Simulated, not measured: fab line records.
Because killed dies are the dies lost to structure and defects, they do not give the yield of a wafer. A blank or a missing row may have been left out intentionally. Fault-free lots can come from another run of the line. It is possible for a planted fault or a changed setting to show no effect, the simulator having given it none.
Comparing a struck lot with a sound one    flow gf180mcu    43 out of 602 route steps
Sound: these wafers, L156.1, L156.5, L156.6. Wafers struck: L149.1, L149.4, L149.5. The cause is named last.
Each step with rows lists, per side, the tool, then ch with its chambers, then its first start. Under that, the readings that differ: sound wafers    struck wafers    difference of the means    sigmas: that difference in standard deviations of wafers without a fault.
alike: words and numbers the same on both sides, and readings whose means are apart by under 2 such deviations; not compared: readings that were withheld, readings missing a value for some wafer, numbers with overlapping values and no deviation given by the record, and bounds like >300 which may hide the same value.
A row with sigmas, a row that says differs or no value, or rows on one side alone: a step with any of these is where the two part. Non-overlapping numbers with no deviation appear without sigmas and do not part them. Lack of a reading on every wafer of one side parts them only where that side has two or more wafers.

first, 3 steps without rows for these wafers: GF_STI_WET_ETCH_27 (etches Si3N4 in H3PO4, target depth 160 nm, time 1825 s); GF_STI_WET_ETCH_28 (etches SiO2 in dHF, target depth 20 nm, time 40 s); GF_STI_OXIDATION_29 (stabilise 600 s, purge 300 s, target thk 10 nm).
GF_STI_THK_MEAS_30:
  struck on film_metro-01, day 5 11:19; sound on film_metro-01, day 6 23:28
reading                    sound           struck             difference  sigmas
STI_OXIDATION_02_THK (nm)  9.67 9.58 9.80  10.10 10.41 10.03  +0.50       +3
then, 8 steps without rows for these wafers: GF_DNWELL_DEHYDRATE_00 (time 60 s); GF_DNWELL_HMDS_01 (prime time 60 s); GF_DNWELL_COAT_02 (resist thk 3000 nm); GF_DNWELL_SOFTBAKE_03; GF_DNWELL_EXPOSE_04 (exposes mask DNWELL, target cd 1700 nm); GF_DNWELL_PEB_05; GF_DNWELL_DEVELOP_06 (develop time 60 s); GF_DNWELL_IMPLANT_07.
GF_DNWELL_STRIP_08: strips in O2/N2.
  sound on plasma_asher-04 ch 0,1, day 7 15:43; struck on plasma_asher-03 ch 0,1, day 6 02:22
  alike: chamber_pressure_mTorr, drypump_motor_current_A, heater_power_w, oes_product_au, strip_time_to_endpoint_s
  not compared: rf_hours_counter_h
GF_DNWELL_TW_MEAS_09:
  struck on film_metro-04, day 6 02:28; sound on film_metro-04, day 7 15:49
reading    sound           struck          difference  sigmas
DNWELL_TW  1361 1354 1354  1336 1343 1342  -16         -2
then, 7 steps without rows for these wafers: GF_NWELL_DEHYDRATE_00 (time 60 s); GF_NWELL_HMDS_01 (prime time 60 s); GF_NWELL_COAT_02 (resist thk 3000 nm); GF_NWELL_SOFTBAKE_03; GF_NWELL_EXPOSE_04 (exposes mask Nwell, target cd 860 nm); GF_NWELL_PEB_05; GF_NWELL_DEVELOP_06 (develop time 60 s).
GF_NWELL_OVL_MEAS_07:
  struck on overlay-01, day 6 17:19; sound on overlay-01, day 8 08:07
  alike: NWELL_OVL
then, 2 steps without rows for these wafers: GF_NWELL_IMPLANT_08; GF_NWELL_IMPLANT_09.
GF_NWELL_STRIP_10: strips in O2/N2.
  sound on plasma_asher-02 ch 0,1, day 8 08:27; struck on plasma_asher-04 ch 0,1, day 6 17:39
  alike: chamber_pressure_mTorr, drypump_motor_current_A, heater_power_w, oes_product_au, strip_time_to_endpoint_s
  not compared: rf_hours_counter_h
GF_NWELL_TW_MEAS_11:
  struck on film_metro-02, day 6 17:45; sound on film_metro-03, day 8 08:33
  alike: NWELL_TW
then, 7 steps without rows for these wafers: GF_LVPWELL_DEHYDRATE_00 (time 60 s); GF_LVPWELL_HMDS_01 (prime time 60 s); GF_LVPWELL_COAT_02 (resist thk 3000 nm); GF_LVPWELL_SOFTBAKE_03; GF_LVPWELL_EXPOSE_04 (exposes mask LVPWELL, target cd 600 nm); GF_LVPWELL_PEB_05; GF_LVPWELL_DEVELOP_06 (develop time 60 s).
GF_LVPWELL_OVL_MEAS_07:
  struck on overlay-01, day 7 09:43; sound on overlay-02, day 9 01:07
  alike: LVPWELL_OVL
then, 2 steps without rows for these wafers: GF_LVPWELL_IMPLANT_08; GF_LVPWELL_IMPLANT_09.
GF_LVPWELL_STRIP_10: strips in O2/N2.
  sound on plasma_asher-02 ch 0,1, day 9 01:27; struck on plasma_asher-02 ch 1, day 7 10:03
  alike: chamber_pressure_mTorr, drypump_motor_current_A, heater_power_w, oes_product_au, strip_time_to_endpoint_s
  not compared: rf_hours_counter_h
GF_LVPWELL_TW_MEAS_11:
  struck on film_metro-02, day 7 10:09; sound on film_metro-01, day 9 01:33
  alike: LVPWELL_TW
then, 4 steps without rows for these wafers: GF_MVSD_DEHYDRATE_00 (time 60 s); GF_MVSD_HMDS_01 (prime time 60 s); GF_MVSD_COAT_02 (resist thk 3000 nm); GF_MVSD_SOFTBAKE_03.
-- the record jumps here: 26 days lie between the struck wafers' starts before and after (it left off in module MVSD and takes up again in module PASSIVATION, whose first step shown is number 602 of the route) --
GF_PASSIVATION_PROBE_99:
  rows exist in the record for the struck wafers here (prober-01, day 33 13:03), but not for the sound ones

== WHERE THEY PART ==
At GF_STI_THK_MEAS_30 first; at GF_PASSIVATION_PROBE_99 last (within this record only).

WHY: what had been put in by the simulator
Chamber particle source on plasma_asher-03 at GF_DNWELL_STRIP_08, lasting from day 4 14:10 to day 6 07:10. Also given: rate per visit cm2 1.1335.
